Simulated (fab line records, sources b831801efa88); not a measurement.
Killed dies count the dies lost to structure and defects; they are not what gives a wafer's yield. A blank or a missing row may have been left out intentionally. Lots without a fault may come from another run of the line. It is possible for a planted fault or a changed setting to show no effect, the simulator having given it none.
Which tool did it? ; flow sky130 ; 24 lots, 72 wafers sampled, at 6 steps of a route of 708

== WHAT THE GAUGES SHOWED, per wafer ==
SKY_VT_ADJUST_LVTN_OVL_MEAS_07. Usual: VT_ADJUST_LVTN_OVL -0.2 nm, standard deviation 1.5.
lot;measured;on;VT_ADJUST_LVTN_OVL (nm);flag
L074;day 6 21:00;overlay-02;-0.2 0.9 -0.9;
L075;day 7 05:34;overlay-02;-2.1 -1.0 -1.1;
L076;day 7 10:13;overlay-02;2.8 2.1 2.2;
L077;day 7 14:33;overlay-01;3.2 0.8 0.7;
L078;day 8 00:22;overlay-01;-0.8 0.8 1.0;
L079;day 8 18:18;overlay-01;1.1 0.4 0.6;
L081;day 8 23:26;overlay-02;0.2 1.8 1.2;
L080;day 9 00:13;overlay-02;-1.2 1.7 -0.2;
L082;day 9 01:45;overlay-01;-1.0 0.6 0.9;
L083;day 9 08:25;overlay-01;-1.4 -1.9 -2.2;
L084;day 9 16:13;overlay-01;1.5 2.2 1.0;
L085;day 10 06:42;overlay-02;-0.7 -2.1 0.1;
L087;day 10 16:07;overlay-02;-0.9 -1.8 0.0;
L086;day 10 16:22;overlay-01;0.6 0.9 2.6;
L088;day 10 22:58;overlay-02;0.1 -0.2 2.0;
L089;day 11 07:15;overlay-01;-1.9 -2.7 -1.3;
L090;day 11 10:40;overlay-02;1.0 -1.0 -0.6;
L091;day 11 16:15;overlay-01;0.8 -1.0 0.6;
L093;day 12 01:55;overlay-01;0.5 1.5 1.4;
L092;day 12 03:40;overlay-01;-0.5 -2.9 -0.3;
L094;day 12 10:00;overlay-01;-2.0 -2.0 0.3;
L095;day 12 17:49;overlay-01;-1.2 -0.9 -2.9;
L096;day 12 20:52;overlay-02;-2.9 -0.7 -1.2;
L097;day 13 04:33;overlay-01;-2.8 -2.2 0.4;

SKY_VT_ADJUST_LVTN_TW_MEAS_10. Usual: VT_ADJUST_LVTN_TW 242.8, standard deviation 1.8.
lot;measured;on;VT_ADJUST_LVTN_TW;flag
L074;day 6 21:17;film-metro-04;243.4 243.8 244.0;
L075;day 7 05:52;film-metro-03;242.6 242.0 241.5;
L076;day 7 10:30;film-metro-03;241.3 241.7 242.4;
L077;day 7 14:50;film-metro-02;244.6 245.4 243.4;
L078;day 8 00:39;film-metro-04;242.5 243.4 244.7;
L079;day 8 18:35;film-metro-03;239.3 240.0 240.5;
L081;day 8 23:43;film-metro-04;244.8 244.5 244.7;
L080;day 9 00:31;film-metro-04;244.5 243.4 244.2;
L082;day 9 02:02;film-metro-03;239.7 240.9 239.1;
L083;day 9 08:42;film-metro-03;238.8 241.1 239.9;
L084;day 9 16:31;film-metro-04;245.5 244.9 244.8;
L085;day 10 06:59;film-metro-03;242.0 241.5 242.7;
L087;day 10 16:24;film-metro-02;245.0 244.5 244.7;
L086;day 10 16:40;film-metro-03;242.7 240.6 241.4;
L088;day 10 23:16;film-metro-04;241.3 242.0 241.3;
L089;day 11 07:32;film-metro-03;240.2 239.6 240.7;
L090;day 11 10:58;film-metro-04;244.7 244.0 243.1;
L091;day 11 16:32;film-metro-02;245.1 245.3 244.4;
L093;day 12 02:13;film-metro-03;241.1 240.8 241.2;
L092;day 12 03:57;film-metro-03;242.5 240.4 240.3;
L094;day 12 10:17;film-metro-04;242.1 243.7 244.1;
L095;day 12 18:06;film-metro-04;243.0 244.0 242.0;
L096;day 12 21:10;film-metro-02;246.3 244.0 243.4;
L097;day 13 04:50;film-metro-02;243.6 244.8 243.9;

SKY_SONOS_ONO_THK_MEAS_01. Usual: SONOS_ONO_OXIDATION_THK 2.59 nm, standard deviation 0.049.
lot;measured;on;SONOS_ONO_OXIDATION_THK (nm);flag
L074;day 11 12:55;film-metro-04;2.59 2.65 2.56;
L075;day 11 20:03;film-metro-04;2.54 2.52 2.55;
L076;day 12 01:32;film-metro-02;2.61 2.55 2.48;
L077;day 12 09:37;film-metro-02;2.68 2.61 2.59;
L078;day 12 20:43;film-metro-02;2.60 2.66 2.67;
L079;day 13 16:39;film-metro-02;2.53 2.60 2.56;
L081;day 13 22:05;film-metro-02;2.68 2.60 2.67;
L080;day 14 00:58;film-metro-02;2.59 2.66 2.64;
L082;day 14 04:52;film-metro-02;2.58 2.58 2.54;
L083;day 14 12:10;film-metro-04;2.65 2.66 2.71;
L084;day 14 19:29;film-metro-02;2.57 2.62 2.53;
L085;day 15 13:53;film-metro-01;2.63 2.63 2.64;
L087;day 15 23:22;film-metro-04;2.58 2.52 2.55;
L086;day 16 01:46;film-metro-01;2.63 2.55 2.50;
L088;day 16 10:13;film-metro-01;2.60 2.57 2.55;
L089;day 16 19:08;film-metro-04;2.55 2.61 2.54;
L090;day 17 00:44;film-metro-02;2.55 2.63 2.51;
L091;day 17 07:06;film-metro-02;2.57 2.61 2.56;
L093;day 17 16:07;film-metro-01;2.51 2.61 2.52;
L092;day 17 19:33;film-metro-01;2.57 2.53 2.56;
L094;day 18 02:09;film-metro-01;2.60 2.56 2.57;
L095;day 18 14:59;film-metro-01;2.60 2.61 2.56;
L096;day 18 17:44;film-metro-01;2.59 2.62 2.58;
L097;day 19 04:56;film-metro-01;2.61 2.55 2.58;

SKY_SONOS_ONO_THK_MEAS_03. Usual: SONOS_ONO_CVD_02_THK 10.54 nm, standard deviation 0.14.
lot;measured;on;SONOS_ONO_CVD_02_THK (nm);flag
L074;day 11 14:02;film-metro-04;10.39 10.50 10.56;
L075;day 11 21:26;film-metro-04;10.30 10.39 10.34;
L076;day 12 02:57;film-metro-04;10.51 10.43 10.53;
L077;day 12 11:59;film-metro-04;10.30 10.37 10.41;
L078;day 13 00:18;film-metro-04;10.75 10.62 10.55;
L079;day 13 22:52;film-metro-02;10.50 10.50 10.56;
L081;day 14 03:09;film-metro-04;10.50 10.46 10.47;
L080;day 14 03:09;film-metro-01;10.71 10.54 10.69;
L082;day 14 09:25;film-metro-02;10.62 10.58 10.64;
L083;day 14 16:21;film-metro-04;10.71 10.62 10.52;
L084;day 15 00:40;film-metro-02;10.44 10.29 10.24;
L085;day 15 18:11;film-metro-01;10.45 10.43 10.52;
L087;day 16 02:56;film-metro-01;10.54 10.41 10.48;
L086;day 16 09:14;film-metro-01;10.58 10.56 10.63;
L088;day 16 15:18;film-metro-01;10.61 10.77 10.71;
L089;day 17 02:04;film-metro-02;10.90 10.99 10.83;
L090;day 17 06:20;film-metro-02;10.63 10.64 10.57;
L091;day 17 10:22;film-metro-02;10.67 10.68 10.59;
L093;day 17 18:37;film-metro-04;10.71 10.83 10.59;
L092;day 17 21:26;film-metro-02;10.46 10.54 10.47;
L094;day 18 03:16;film-metro-02;10.50 10.65 10.58;
L095;day 18 16:50;film-metro-01;10.50 10.43 10.64;
L096;day 18 18:51;film-metro-01;10.52 10.43 10.58;
L097;day 19 08:08;film-metro-02;10.31 10.39 10.38;

== TOOL THAT RAN EACH LOT (tool first, then ch and the chambers of the sampled wafers, then the start) ==
lot;SKY_NWELL_RTA_28;SKY_VT_ADJUST_HVTR_STRIP_10
L074;rtp-anneal-02 ch 0, day 5 08:31;plasma-asher-04 ch 0,1, day 9 12:26
L075;rtp-anneal-01 ch 0, day 5 16:05;plasma-asher-03 ch 1, day 9 21:08
L076;rtp-anneal-02 ch 0, day 5 19:19;plasma-asher-03 ch 0,1, day 10 01:47
L077;rtp-anneal-01 ch 0, day 6 00:13;plasma-asher-03 ch 0,1, day 10 06:58
L078;rtp-anneal-02 ch 0, day 6 09:40;plasma-asher-03 ch 0,1, day 10 17:50
L079;rtp-anneal-01 ch 0, day 7 01:58;plasma-asher-01 ch 0,1, day 11 13:17
L081;rtp-anneal-02 ch 0, day 7 05:30;plasma-asher-01 ch 0,1, day 11 18:22
L080;rtp-anneal-01 ch 0, day 7 05:51;plasma-asher-01 ch 0,1, day 11 19:10
L082;rtp-anneal-02 ch 0, day 7 08:22;plasma-asher-01 ch 0,1, day 11 22:29
L083;rtp-anneal-02 ch 0, day 7 13:52;plasma-asher-04 ch 0,1, day 12 06:17
L084;rtp-anneal-02 ch 0, day 7 21:29;plasma-asher-03 ch 0,1, day 12 14:25
L085;rtp-anneal-02 ch 0, day 8 10:07;plasma-asher-03 ch 0,1, day 13 06:47
L087;rtp-anneal-01 ch 0, day 8 19:52;plasma-asher-01 ch 0,1, day 13 16:55
L086;rtp-anneal-02 ch 0, day 8 20:14;plasma-asher-04 ch 0,1, day 13 18:56
L088;rtp-anneal-02 ch 0, day 9 02:59;plasma-asher-01 ch 0,1, day 14 02:46
L089;rtp-anneal-01 ch 0, day 9 09:58;plasma-asher-01 ch 0,1, day 14 11:04
L090;rtp-anneal-01 ch 0, day 9 13:29;plasma-asher-01 ch 0,1, day 14 15:08
L091;rtp-anneal-02 ch 0, day 9 17:34;plasma-asher-04 ch 0,1, day 14 20:37
L093;rtp-anneal-01 ch 0, day 10 03:10;plasma-asher-01 ch 0,1, day 15 06:25
L092;rtp-anneal-02 ch 0, day 10 05:04;plasma-asher-03 ch 0,1, day 15 08:53
L094;rtp-anneal-02 ch 0, day 10 10:37;plasma-asher-03 ch 0,1, day 15 15:47
L095;rtp-anneal-01 ch 0, day 10 17:41;plasma-asher-01 ch 0,1, day 16 02:05
L096;rtp-anneal-02 ch 0, day 10 20:48;plasma-asher-03 ch 0,1, day 16 03:58
L097;rtp-anneal-01 ch 0, day 11 02:55;plasma-asher-01 ch 0,1, day 16 11:47
- SKY_NWELL_RTA_28: time 30 s.
- SKY_VT_ADJUST_HVTR_STRIP_10: strips in O2/N2.

== AS READ BY THE TOOLS THEMSELVES (means over the sampled wafers that have a number; for cases with no such wafer, the mark the record gives instead) ==
SKY_NWELL_RTA_28. Usual: lamp-power-pct 25.31 %, standard deviation 0.052; ramp-down-c-per-s 90.001, standard deviation 0.017; wafer_temp_C_max 1054.9, standard deviation 0.97.
lot;tool;lamp-power-pct (%);ramp-down-c-per-s;wafer_temp_C_max;flag
L074;rtp-anneal-02;25.28;90.013;1054.5;
L075;rtp-anneal-01;25.38;90.015;1055.1;
L076;rtp-anneal-02;25.26;89.997;1054.5;
L077;rtp-anneal-01;25.27;89.996;1055.3;
L078;rtp-anneal-02;25.34;90.008;1054.6;
L079;rtp-anneal-01;25.28;90.001;1055.4;
L081;rtp-anneal-02;25.32;90.000;1054.4;
L080;rtp-anneal-01;25.36;90.001;1054.9;
L082;rtp-anneal-02;25.30;90.003;1054.9;
L083;rtp-anneal-02;25.27;90.002;1054.6;
L084;rtp-anneal-02;25.30;90.000;1055.3;
L085;rtp-anneal-02;25.32;90.011;1054.7;
L087;rtp-anneal-01;25.36;89.998;1054.5;
L086;rtp-anneal-02;25.29;89.998;1053.7;
L088;rtp-anneal-02;25.28;90.007;1054.5;
L089;rtp-anneal-01;25.34;89.997;1054.9;
L090;rtp-anneal-01;25.34;89.997;1055.5;
L091;rtp-anneal-02;25.31;89.993;1053.9;
L093;rtp-anneal-01;25.27;89.997;1054.7;
L092;rtp-anneal-02;25.33;90.003;1055.5;
L094;rtp-anneal-02;25.33;89.989;1055.3;
L095;rtp-anneal-01;25.32;90.000;1054.4;
L096;rtp-anneal-02;25.27;90.011;1056.0;
L097;rtp-anneal-01;25.29;90.009;1054.4;

SKY_VT_ADJUST_HVTR_STRIP_10. Usual: drypump-motor-current-A 5.7 A, standard deviation 0.51; oes-product-au 0.716 a.u., standard deviation 0.0046; strip-time-to-endpoint-s 14.18 s, standard deviation 0.038.
lot;tool;drypump-motor-current-A (A);oes-product-au (a.u.);strip-time-to-endpoint-s (s);flag
L074;plasma-asher-04;5.9;0.717;14.26;
L075;plasma-asher-03;6.3;0.715;14.24;
L076;plasma-asher-03;6.2;0.717;14.18;
L077;plasma-asher-03;6.2;0.721;14.15;
L078;plasma-asher-03;6.3;0.708;14.20;
L079;plasma-asher-01;5.2;0.720;14.21;
L081;plasma-asher-01;5.2;0.714;14.20;
L080;plasma-asher-01;5.2;0.713;14.11;
L082;plasma-asher-01;5.1;0.717;14.19;
L083;plasma-asher-04;5.9;0.716;14.22;
L084;plasma-asher-03;6.2;0.718;14.19;
L085;plasma-asher-03;6.2;0.715;14.22;
L087;plasma-asher-01;5.2;0.714;14.17;
L086;plasma-asher-04;5.7;0.714;14.19;
L088;plasma-asher-01;5.3;0.715;14.14;
L089;plasma-asher-01;5.1;0.718;14.19;
L090;plasma-asher-01;5.1;0.713;14.15;
L091;plasma-asher-04;5.6;0.716;14.13;
L093;plasma-asher-01;5.2;0.716;14.16;
L092;plasma-asher-03;6.2;0.716;14.18;
L094;plasma-asher-03;6.3;0.710;14.20;
L095;plasma-asher-01;5.2;0.718;14.15;
L096;plasma-asher-03;6.3;0.716;14.18;
L097;plasma-asher-01;5.1;0.716;14.21;

== THE ANSWER, worked out from the rows above alone ==
Rule: a lot is off if the mean of its wafers that have a number lies more than 3 standard deviations from the usual mean. Also off: a lot with no number at a reading for which 4 or more lots have one. All remaining lots with rows at the step are treated as sound. First the gauges in route order, then the tools' own readings, where a lot's mean is used as printed above. At the first step where some lot is off, the reading lying furthest off is the one used; lots without a number count as furthest.
Across all readings shown, no lot is off: no conclusion can be drawn from this.

== WHAT THE SIMULATOR HAD PUT IN ==
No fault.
